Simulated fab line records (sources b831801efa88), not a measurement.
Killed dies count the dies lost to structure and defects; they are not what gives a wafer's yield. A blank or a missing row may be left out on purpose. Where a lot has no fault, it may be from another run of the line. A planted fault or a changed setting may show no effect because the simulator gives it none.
One fault seen from 2 desks -- flow sky130 -- numbers are kept per desk, each desk with only its own; the story behind them comes last

## DESK OF THE TOOL OWNER: litho_track-02
At SKY_VT_ADJUST_LVTN_SOFTBAKE_14 (time 60 s), the tool's own readings, given per lot that ran on this tool as the mean of the sampled wafers with a number. Any lot whose mean is over 4 standard deviations away from the usual mean is out of limits and marked OUT; that distance is given in the brackets.
Columns: A = run_length_s at SKY_VT_ADJUST_LVTN_SOFTBAKE_14, usual 89.18 s
lot,first seen here,A
L772,day 8 11:47,88.93
L774,day 9 00:47,89.11
L775,day 9 11:04,100.19 (+58) OUT
L779,day 10 09:40,100.29 (+58) OUT
L791,day 13 21:02,88.88
Finding of this desk: L775, L779 out of limits; the first was L775 at day 9 11:04, on run_length_s at SKY_VT_ADJUST_LVTN_SOFTBAKE_14. In limits: L772, L774, L791.

## FROM THE METROLOGY DESK
Means of the sampled wafers that have a number, per lot and without regard to the tool the lot ran on: this is what the gauges read. Any lot whose mean is over 4 standard deviations away from the usual mean is out of limits and marked OUT; that distance is given in the brackets.
Columns: A = VT_ADJUST_HVTP_TW at SKY_VT_ADJUST_HVTP_TW_MEAS_11, usual 1355; B = VT_ADJUST_LVTN_TW at SKY_VT_ADJUST_LVTN_TW_MEAS_10, usual 241.4; C = VT_ADJUST_LVTN_01_OVL at SKY_VT_ADJUST_LVTN_OVL_MEAS_18, usual 1.0 nm
lot,first seen here,A,B,C
L768,day 6 07:45,1358,244.4,0.2
L769,day 6 09:16,1355,244.5,0.5
L772,day 7 05:24,1378,241.5,1.4
L773,day 7 10:34,1341,243.0,2.0
L774,day 7 17:27,1356,243.1,-0.3
L775,day 8 02:58,1358,241.5,2.5
L779,day 9 00:46,1372,244.4,0.7
L783,day 9 23:40,1369,240.4,2.5
L785,day 10 11:06,1349,242.3,1.8
L787,day 11 04:00,1349,238.2,-0.5
L789,day 11 16:40,1349,238.2,1.5
L790,day 11 22:01,1355,238.9,-0.6
L791,day 12 06:44,1351,241.2,2.3
This desk found nothing out of limits on any of the 13 lots.

## ALL TOGETHER
On L775, L779, at day 9 11:04, an alarm was possible from the tool owner's desk.
Metrology desk: nothing out of limits seen.
The metrology desk holds a record of L775, L779, inside its limits.
Every lot named ran SKY_VT_ADJUST_LVTN_SOFTBAKE_14 on litho_track-02.

## WHAT WAS PUT IN BY THE SIMULATOR
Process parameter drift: litho_track-02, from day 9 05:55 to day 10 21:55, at SKY_VT_ADJUST_LVTN_SOFTBAKE_14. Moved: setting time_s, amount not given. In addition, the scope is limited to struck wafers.
Shown lots that were struck: L775, L779.
How many hours passed from the start of the fault until each desk's first out-of-limits reading: the tool owner's desk, 5.
